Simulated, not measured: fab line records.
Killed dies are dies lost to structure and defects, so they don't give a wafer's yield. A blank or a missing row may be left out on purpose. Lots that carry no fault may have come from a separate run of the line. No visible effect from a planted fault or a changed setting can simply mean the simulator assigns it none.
Lot-split experiment + flow gf180mcu + route with 602 steps; 5 lots, 23 wafers read

## ON THE SPLIT
At GF_NSD_COAT_02 (resist thk 1000 nm), the setting resist-thk-nm was moved away from the recipe's 1000 nm on 9 of the 23 wafers read, by -5.6% to +4.7%. All remaining wafers had this setting at the recipe value.

## FROM THE SPLIT TO THE READING: what the file shows between them, 4 steps
- GF_NSD_SOFTBAKE_03: time 60 s
- GF_NSD_EXPOSE_04: exposes mask Nplus, target cd 400 nm
- GF_NSD_PEB_05
- GF_NSD_DEVELOP_06: develop time 60 s

## THE READING
cd-nm, in nm, at GF_NSD_CD_MEAS_07 (target cd 400 nm). Typical for fault-free wafers on this fab line: 398.7 nm, with standard deviation 2.5 nm.

| wafer  | tool, chamber at the split | resist-thk-nm as run, nm | against the recipe | cd-nm, nm | against lot-mates on the recipe |
|--------|----------------------------|--------------------------|--------------------|-----------|---------------------------------|
| L079.2 | litho-track-04, 0          | 1047                     | +4.7%              | 392.9     | -3.0                            |
| L079.3 | litho-track-04, 0          | 1047                     | +4.7%              | 391.0     | -4.9                            |
| L079.4 | litho-track-04, 0          | 1000                     | recipe             | 395.9     | -                               |
| L079.5 | litho-track-04, 0          | 1000                     | recipe             | 396.2     | -                               |
| L079.6 | litho-track-04, 0          | 1000                     | recipe             | 395.7     | -                               |
| L080.2 | litho-track-03, 0          | 1000                     | recipe             | 405.7     | -                               |
| L080.5 | litho-track-03, 0          | 1000                     | recipe             | 402.8     | -                               |
| L080.6 | litho-track-03, 0          | 1000                     | recipe             | 405.0     | -                               |
| L081.1 | litho-track-04, 0          | 955.8                    | -4.4%              | 406.3     | +5.2                            |
| L081.2 | litho-track-04, 0          | 1000                     | recipe             | 401.3     | -                               |
| L081.3 | litho-track-04, 0          | 955.8                    | -4.4%              | 406.0     | +4.9                            |
| L081.4 | litho-track-04, 0          | 955.8                    | -4.4%              | 403.9     | +2.8                            |
| L081.5 | litho-track-04, 0          | 1000                     | recipe             | 400.9     | -                               |
| L082.1 | litho-track-02, 0          | 1000                     | recipe             | 399.9     | -                               |
| L082.2 | litho-track-02, 0          | 1000                     | recipe             | 400.2     | -                               |
| L082.3 | litho-track-02, 0          | 944.3                    | -5.6%              | 403.3     | +3.1                            |
| L082.5 | litho-track-02, 0          | 1000                     | recipe             | 400.6     | -                               |
| L082.6 | litho-track-02, 0          | 944.3                    | -5.6%              | 404.1     | +3.9                            |
| L084.1 | litho-track-02, 0          | 1000                     | recipe             | 399.1     | -                               |
| L084.2 | litho-track-02, 0          | 947.1                    | -5.3%              | 403.3     | +3.9                            |
| L084.4 | litho-track-02, 0          | 947.1                    | -5.3%              | 404.6     | +5.2                            |
| L084.5 | litho-track-02, 0          | 1000                     | recipe             | 398.5     | -                               |
| L084.6 | litho-track-02, 0          | 1000                     | recipe             | 400.5     | -                               |

FIT RESULTS
A straight line over all 23 wafers: cd-nm changes by -1.09 nm for each +1% of resist-thk-nm; r = -0.77; the points scatter about the line by 2.8 nm.
The same after taking each lot's own level away (the mean of its wafers on the recipe; 23 wafers): -0.822 nm for each +1%; r = -0.94; scatter 0.91 nm.
The reading moves by 4.6 nm for the largest change in resist-thk-nm, on that fit.
The lots' own levels span 395.93 to 404.50 nm, that is 3.4 times the standard deviation above.
So the lot-to-lot level blurs the effect unless lot-mates are compared.
Check: +4.84 nm against its lot-mates is what the line predicts for one of the wafers moved furthest among these (-5.6%) when that wafer is left out of the fit. Against them it came out at +3.07 nm.

## FURTHER SPLITS ON THESE WAFERS
Other splits were also applied to these wafers ahead of the reading. Each is held against what the fit with the lots' levels taken away leaves over:
| other split on the same wafers  | wafers away from the commonest value | r with cd-nm (lot level and that fit taken away) |
|---------------------------------|--------------------------------------|--------------------------------------------------|
| GF_HV_LDD_IMPLANT_48 energy-kev | 8                                    | -0.26                                            |
| GF_HV_LDD_CVD_54 target-thk-nm  | 15                                   | +0.02                                            |

## THE WHOLE CHAIN: every reading that the file lists as answering this split, in the file's order
| step              | what it does       | reading                                                                        | change (the file's fit)               | r (the file's) |
|-------------------|--------------------|--------------------------------------------------------------------------------|---------------------------------------|----------------|
| GF_NSD_COAT_02    | resist thk 1000 nm | NOVOLAK_of_NSD_COAT_02.thk-nm (the simulator's own value, which no gauge read) | +10.1 nm for each +1% of the setting  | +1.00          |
| GF_NSD_CD_MEAS_07 | target cd 400 nm   | cd-nm                                                                          | -0.811 nm for each +1% of the setting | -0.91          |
| GF_NSD_STRIP_11   | strips in O2/N2    | strip-time-to-endpoint-s                                                       | withheld for each +1% of the setting  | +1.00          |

## FILE'S OWN FIT
cd-nm changes by -0.811 nm for each +1% of resist-thk-nm, r = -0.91.
